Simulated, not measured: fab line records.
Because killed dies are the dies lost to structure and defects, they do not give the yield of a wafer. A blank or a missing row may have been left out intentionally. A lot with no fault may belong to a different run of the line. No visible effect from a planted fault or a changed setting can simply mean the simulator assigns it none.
Comparing a struck lot with a sound one || flow sky130 || 15 out of 708 route steps
Sound: the wafers L762.1, L762.2, L762.4. Struck: wafers L766.2, L766.5. (L766.1 of the same lot was not struck and is left out.) The cause comes at the end.
Order at every step that has rows: each side's tool, ch and its chambers, its first start. Under that, the readings that differ: sound wafers || struck wafers || difference of the means || sigmas: that difference in standard deviations of wafers without a fault.
alike: readings with means less than 2 such deviations apart, plus words and numbers identical on both sides. not compared: withheld readings, readings lacking a value on some wafer, bounds such as >300 that could conceal the same value, and numbers that have no deviation in the record and whose values overlap.
A row with sigmas, a row that says differs or no value, or rows on one side alone: a step with any of these is where the two part. Non-overlapping numbers with no deviation appear without sigmas and do not part them. A reading that every wafer of one side lacks parts them only if that side has two wafers or more.

first, 2 steps without rows for these wafers: SKY_METAL4_PEB_11; SKY_METAL4_DEVELOP_12 (develop time 60 s).
SKY_METAL4_CD_MEAS_13: target cd 300 nm.
  sound on cd-sem-01 at day 44 11:50; struck on cd-sem-01 at day 45 13:17
{"reading": "cd-nm (nm)", "sound": "298.9 297.2 297.0", "struck": "302.7 302.7", "difference": "+5.0", "sigmas": "+3"}
SKY_METAL4_OVL_MEAS_14:
  sound on overlay-02 at day 44 11:57; struck on overlay-02 at day 45 13:25
  alike: METAL4_OVL
then, 1 step without rows for these wafers: SKY_METAL4_DESCUM_15 (chemistry O2, time 8 s).
SKY_METAL4_ETCH_16: etches BARC in N2/H2, stops on SiO2, time 88.2 s, target depth 60 nm.
  sound on rie-metal-03 ch 0,1, day 44 12:01; struck on rie-metal-02 ch 1, day 45 13:28
  alike: chamber-pressure-mTorr, drypump-motor-current-A, h2-flow-sccm, oes-product-au, throttle-valve-pct
  not compared: rf-hours-counter-h
SKY_METAL4_ETCH_17: etches SiO2 in C4F8/O2/Ar, stops on TiN, time 3.9 s, target depth 15 nm.
  sound on rie-diel-01 ch 0,1,3, day 44 12:07; struck on rie-diel-01 ch 0,2, day 45 13:34
  alike: chamber-pressure-mTorr, oes-product-au
  not compared: rf-hours-counter-h
SKY_METAL4_METAL_ETCH_18: etches the open film in Cl2/BCl3, stops on SiO2, target depth 845 nm, time 175.1 s.
  sound on rie-metal-02 ch 0,1, day 44 12:08; struck on rie-metal-03 ch 0, day 45 13:35
{"reading": "drypump-motor-current-A (A)", "sound": "5.52 5.69 5.70", "struck": "6.06 6.09", "difference": "+0.44", "sigmas": "+2"}
  alike: chamber-pressure-mTorr, oes-product-au, throttle-valve-pct
  not compared: rf-hours-counter-h
SKY_METAL4_STRIP_19: strips in O2/N2.
  sound on plasma-asher-02 ch 0,1, day 44 12:19; struck on plasma-asher-02 ch 0,1, day 45 13:46
  alike: chamber-pressure-mTorr, drypump-motor-current-A, oes-product-au, strip-time-to-endpoint-s
  not compared: rf-hours-counter-h
then, 3 steps without rows for these wafers: SKY_METAL4_STRIP_20 (strips in post etch residue remover, time 1200 s); SKY_METAL4_CLEAN_21 (cleans in IPA, time 180 s); SKY_METAL4_CLEAN_22 (cleans in O3/DIW).
SKY_VIA4_HDPCVD_00: deposits SiO2, target thk 1750 nm, time 291.7 s.
  sound on hdpcvd-02 ch 1,2, day 44 12:54; struck on hdpcvd-02 ch 0, day 45 14:22
{"reading": "run-length-s (s)", "sound": "320.0 318.8 319.0", "struck": "351.1 350.7", "difference": "+31.6", "sigmas": "+67"}
{"reading": "model.SiO2_of_VIA4_HDPCVD_00.thk-nm (nm)", "sound": "1739 1770 1757", "struck": "1911 1909", "difference": "+155", "sigmas": ""}
SKY_VIA4_THK_MEAS_01:
  sound on film-metro-03 at day 44 13:05; struck on film-metro-01 at day 45 14:46
{"reading": "VIA4_HDPCVD_THK (nm)", "sound": "1737 1770 1758", "struck": "1913 1909", "difference": "+156", "sigmas": "+9"}
  not compared: hold
SKY_VIA4_CMP_02: polishes SiO2.
  sound on cmp-02 ch 1,2,3, day 44 13:11; struck on cmp-02 ch 1,2, day 45 21:08
{"reading": "hold", "sound": "- - -", "struck": "await-dispo/6.3h/release await-dispo/6.3h/release", "difference": "no value on the sound wafers", "sigmas": ""}
  alike: motor-current-A, slurry-filter-dp-kPa

WHERE THEY PART
First at SKY_METAL4_CD_MEAS_13; last, within this record, at SKY_VIA4_CMP_02.

WHY: what had been put in by the simulator
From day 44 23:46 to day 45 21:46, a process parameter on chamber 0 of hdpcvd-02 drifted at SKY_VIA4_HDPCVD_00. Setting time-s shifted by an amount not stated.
